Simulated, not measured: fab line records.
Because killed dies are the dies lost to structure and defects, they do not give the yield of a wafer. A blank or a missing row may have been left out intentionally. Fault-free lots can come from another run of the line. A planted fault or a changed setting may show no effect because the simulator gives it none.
The tool behind it: which one? :: flow sky130 :: 18 wafers sampled from 6 lots at 1 step of a route of 708

## WHAT EACH GAUGE READ, for each wafer
SKY_VT_ADJUST_HVTP_TW_MEAS_11.
lot: L769
measured: day 6 09:16
on: film-metro-02
VT_ADJUST_HVTP_TW: 1356 1350 1358

lot: L773
measured: day 7 10:34
on: film-metro-04
VT_ADJUST_HVTP_TW: 1335 1343 1344

lot: L775
measured: day 8 02:58
on: film-metro-02
VT_ADJUST_HVTP_TW: 1354 1362 1358

lot: L783
measured: day 9 23:40
on: film-metro-01
VT_ADJUST_HVTP_TW: 1368 1366 1372

lot: L787
measured: day 11 04:00
on: film-metro-01
VT_ADJUST_HVTP_TW: 1351 1354 1342

lot: L790
measured: day 11 22:01
on: film-metro-01
VT_ADJUST_HVTP_TW: 1348 1358 1358

## WHAT TOOL EACH LOT RAN ON (gives the tool, then ch and the chambers of the sampled wafers, and finally the start)
Record: no process step prior to these readings.

## THE ANSWER, worked out from the rows above alone
Rule: the lots themselves supply what counts as usual. The widest of any qualifying gaps counts: lots, ordered by their means at a reading, are off when they make up no more than a third of the lots, leave a main group of 4 or more, and stand apart from it by 3 or more times the standard deviation of that group's means. A main group whose means are all the same, to the digits that the tables above print for the reading, isn't used. Also off: a lot with no number at a reading for which 4 or more lots have one. All remaining lots with rows at the step are treated as sound.
Nothing can be told from this: no lot is off at any reading shown.

## WHAT THE SIMULATOR HAD PUT IN
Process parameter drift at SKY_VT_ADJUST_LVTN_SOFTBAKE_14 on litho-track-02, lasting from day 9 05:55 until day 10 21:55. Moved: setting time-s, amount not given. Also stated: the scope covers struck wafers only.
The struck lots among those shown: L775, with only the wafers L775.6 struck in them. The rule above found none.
